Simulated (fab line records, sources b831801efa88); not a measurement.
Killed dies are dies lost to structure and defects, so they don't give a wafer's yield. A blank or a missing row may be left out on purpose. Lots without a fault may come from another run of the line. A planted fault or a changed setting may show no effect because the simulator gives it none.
One fault seen from 2 desks | flow sky130 | each desk has only its own numbers; what lay behind them comes last

THE TOOL OWNER'S DESK: cmp-01
The tool's own readings at SKY_FIELD_ISO_CMP_27 (polishes, stops on Si3N4, t overpolish 16 s, target thk 457.8 nm): means of the sampled wafers that have a number, for each lot that ran on this tool. A lot is out of limits, marked OUT, if its mean lies more than 4 standard deviations from the usual mean; the brackets give that distance.
Columns: A = motor_current_A at SKY_FIELD_ISO_CMP_27, usual 11.9 A; B = overpolish_run_s at SKY_FIELD_ISO_CMP_27, usual 16.000 s; C = time_to_endpoint_s at SKY_FIELD_ISO_CMP_27, usual 113 s
lot  | first seen here | A    | B      | C
L604 | day 2 11:56     | 11.7 | 16.003 | 113
L607 | day 3 03:48     | 12.0 | 15.994 | 112
L608 | day 3 07:12     | 11.3 | 16.007 | 112
L610 | day 3 17:08     | 11.7 | 16.000 | 107
L611 | day 4 02:08     | 11.0 | 15.994 | 113
L612 | day 4 04:22     | 11.6 | 15.989 | 111
L615 | day 4 22:32     | 11.3 | 15.999 | 115
L618 | day 5 12:50     | 11.8 | 15.992 | 114
L620 | day 5 21:44     | 11.9 | 15.990 | 112
This desk's finding: nothing out of limits on any of the 9 lots.

THE METROLOGY DESK
What the gauges read, lot by lot, whatever tool the lot ran on: means of the sampled wafers that have a number. A lot is out of limits, marked OUT, if its mean lies more than 4 standard deviations from the usual mean; the brackets give that distance.
Columns: A = POLY_GATE_CVD_03_THK at SKY_POLY_GATE_THK_MEAS_04, usual 74.8 nm; B = cd_nm at SKY_POLY_GATE_CD_MEAS_22, usual 149.5 nm
lot  | first seen here | A    | B
L604 | day 15 23:56    | 75.5 | 148.7
L607 | day 16 20:19    | 74.8 | 151.5
L608 | day 17 03:04    | 75.4 | 148.9
L609 | day 17 11:07    | 75.0 | 148.1
L610 | day 17 16:25    | 75.4 | 151.1
L611 | day 18 08:44    | 75.4 | 149.0
L612 | day 18 10:05    | 75.1 | 147.5
L613 | day 18 18:52    | 75.1 | 149.7
L615 | day 19 18:21    | 74.2 | 151.3
L618 | day 20 21:56    | 73.7 | 147.4
L619 | day 21 02:52    | 75.1 | 149.4
L620 | day 21 15:10    | 74.3 | 149.6
L627 | day 23 19:25    | 73.3 | 148.9
This desk's finding: nothing out of limits on any of the 13 lots.

PUT TOGETHER
The tool owner's desk saw nothing out of limits.
The metrology desk saw nothing out of limits.

WHAT THE SIMULATOR HAD PUT IN
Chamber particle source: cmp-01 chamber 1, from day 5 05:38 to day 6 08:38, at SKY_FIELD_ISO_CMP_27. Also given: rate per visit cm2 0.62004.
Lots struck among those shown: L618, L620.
